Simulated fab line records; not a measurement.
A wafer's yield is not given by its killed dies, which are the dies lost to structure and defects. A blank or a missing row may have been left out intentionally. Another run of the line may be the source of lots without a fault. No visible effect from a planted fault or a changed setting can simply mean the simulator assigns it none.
Struck lot and sound lot, side by side    flow sky130    38 out of 708 route steps
Sound: wafers L894.2, L894.4, L894.5. Struck: wafer L911.2 (left out: L911.3, L911.6 of the same lot, which were not struck); the cause appears at the end.
Order at every step that has rows: each side's tool, ch and its chambers, its first start. Under that, the readings that differ: sound wafers    struck wafers    difference of the means    sigmas: that difference in standard deviations of wafers without a fault.
alike: same words and numbers on both sides, and readings whose means sit less than 2 such deviations apart. not compared: any withheld reading, any reading some wafer has no value for, any bound like >300 that may hide the same value, and any number with overlapping values for which the record gives no deviation.
Wherever a step has rows on one side only, a row that says differs or no value, or a row with sigmas, the two part there. Numbers that don't overlap but have no deviation are shown without sigmas and don't part them. A reading missing from all wafers of one side parts the sides only when that side holds two or more wafers.

first, 9 steps without rows for these wafers: SKY_VIA2_SPUTTER_20 (material TiN, target thk 20 nm, time 80 s); SKY_VIA2_CVD_21 (deposits W, target thk 420 nm, time 126.4 s); SKY_VIA2_CMP_24 (polishes, stops on SiO2, t overpolish 20 s, target thk 0 nm); SKY_METAL3_SPUTTER_00 (material Ti, target thk 15 nm, time 10 s); SKY_METAL3_SPUTTER_01 (material TiN, target thk 20 nm, time 16.7 s); SKY_METAL3_SPUTTER_02 (material AlCu, target thk 735 nm, time 39.1 s); SKY_METAL3_SPUTTER_03 (material Ti, target thk 5 nm, time 3.3 s); SKY_METAL3_SPUTTER_04 (material TiN, target thk 70 nm, time 58.3 s); SKY_CAPM_CVD_00 (deposits SiO2, target thk 15.5 nm).
SKY_CAPM_SPUTTER_02: material TiN, target thk 200 nm, time 166.7 s.
  struck on pvd sputter-03, day 41 23:08; sound on pvd sputter-03, day 36 21:26
reading                                   sound              struck  difference  sigmas
model.TiN_of_CAPM_SPUTTER_02.thk nm (nm)  208.7 209.1 210.8  271.7   +62.2       
  alike: throttle valve pct
SKY_CAPM_RS_MEAS_03: uses a four-point probe to measure.
  struck on film metro-01, day 41 23:16; sound on film metro-02, day 36 21:34
reading               sound           struck  difference  sigmas
CAPM_TIN_RS (ohm/sq)  6.62 6.63 6.55  5.07    -1.53       -21
SKY_CAPM_THK_MEAS_04: measures by xrf.
  struck on film metro-01, day 41 23:22; sound on film metro-02, day 36 21:41
reading            sound              struck  difference  sigmas
CAPM_TIN_THK (nm)  208.8 211.0 212.1  271.6   +61.0       +27
then, 7 steps without rows for these wafers: SKY_CAPM_DEHYDRATE_05 (time 60 s); SKY_CAPM_HMDS_06 (prime time 60 s); SKY_CAPM_COAT_07 (resist thk 1140 nm); SKY_CAPM_SOFTBAKE_08 (time 60 s); SKY_CAPM_EXPOSE_09 (exposes mask CAPM, target cd 1000 nm); SKY_CAPM_PEB_10; SKY_CAPM_DEVELOP_11 (develop time 60 s).
SKY_CAPM_METAL_ETCH_13: etches TiN in Cl2/BCl3, stops on SiO2, target depth 220 nm, time 62.9 s.
  sound on rie metal-04 ch 1, day 37 22:49; struck on rie metal-04 ch 0, day 42 22:14
reading                sound              struck  difference  sigmas
oes product au (a.u.)  0.966 0.959 0.975  0.993   +0.026      +4
  alike: chamber pressure mTorr, drypump motor current A, throttle valve pct
  not compared: rf hours counter h
then, 16 steps without rows for these wafers: SKY_CAPM_STRIP_14 (strips in O2/N2); SKY_CAPM_STRIP_15 (strips in post etch residue remover, time 1200 s); SKY_CAPM_CLEAN_16 (cleans in IPA, time 180 s); SKY_CAPM_CLEAN_17 (cleans in O3/DIW); SKY_METAL3_DEHYDRATE_05 (time 60 s); SKY_METAL3_HMDS_06 (prime time 60 s); SKY_METAL3_COAT_07 (resist thk 60 nm); SKY_METAL3_COAT_08 (resist thk 1140 nm); SKY_METAL3_SOFTBAKE_09 (time 90 s); SKY_METAL3_EXPOSE_10 (exposes mask MM3, target cd 300 nm); SKY_METAL3_PEB_11; SKY_METAL3_DEVELOP_12 (develop time 60 s); SKY_METAL3_DESCUM_15 (chemistry O2, time 8 s); SKY_METAL3_ETCH_16 (etches BARC in N2/H2, stops on SiO2, time 88.2 s, target depth 60 nm); SKY_METAL3_ETCH_17 (etches SiO2 in C4F8/O2/Ar, stops on TiN, time 3.9 s, target depth 15 nm); SKY_METAL3_METAL_ETCH_18 (etches the open film in Cl2/BCl3, stops on SiO2, target depth 845 nm, time 183.1 s).
SKY_METAL3_STRIP_20: strips in post etch residue remover, time 1200 s.
  sound on wet bench-02 ch 2, day 39 00:56; struck on wet bench-02 ch 0, day 43 22:37
reading                                   sound            struck  difference  sigmas
model.TiN_of_CAPM_SPUTTER_02.thk nm (nm)  207.9 208.2 210  270.9   +62.2       
  alike: temp c
-- the record jumps here: 6 days lie between the struck wafers' starts before and after (it left off in module METAL3 and takes up again in module PAD_OPEN, whose first step shown is number 708 of the route) --
SKY_PAD_OPEN_PROBE_99:
  struck on prober-02, day 50 05:29; sound on prober-01, day 46 03:26
reading                                sound                    struck  difference  sigmas
model.etest.tester.sort n pass         400 396 410              0       -402        
model.etest.tester.sort yield pct (%)  81.3 80.49 83.33         0       -82         
model.etest.tester.sort_bin_4_pct (%)  0 0 0                    75.95   +75.95      
model.etest.met3.line ohm um           0.1407 0.1385 0.1433     73.02   +72.88      
model.etest.via3 chain.rc ohm          9.259 10.21 9.196        62.67   +53.12      
model.etest.met3.rs ohm sq             0.04359 0.04249 0.04329  21.88   +21.84      
model.etest.tester.sort_bin_3_pct (%)  0.4065 0.813 1.423       7.18    +6.30       
model.etest.cap mim.plate ohm sq       5.765 5.72 5.671         4.402   -1.317      
  alike: defect limited yield, killed_at_M0_to_M3, killed_at_M4_up, killed at contacts, killed at front end, killed at other, killed dies, killed open, killed short

== WHERE THEY PART ==
Last at SKY_CAPM_METAL_ETCH_13 as far as this record goes, first at SKY_CAPM_RS_MEAS_03. Later steps at which nothing parts them and some readings are alike: SKY_METAL3_STRIP_20, SKY_PAD_OPEN_PROBE_99.

WHY: whatever the simulator had introduced
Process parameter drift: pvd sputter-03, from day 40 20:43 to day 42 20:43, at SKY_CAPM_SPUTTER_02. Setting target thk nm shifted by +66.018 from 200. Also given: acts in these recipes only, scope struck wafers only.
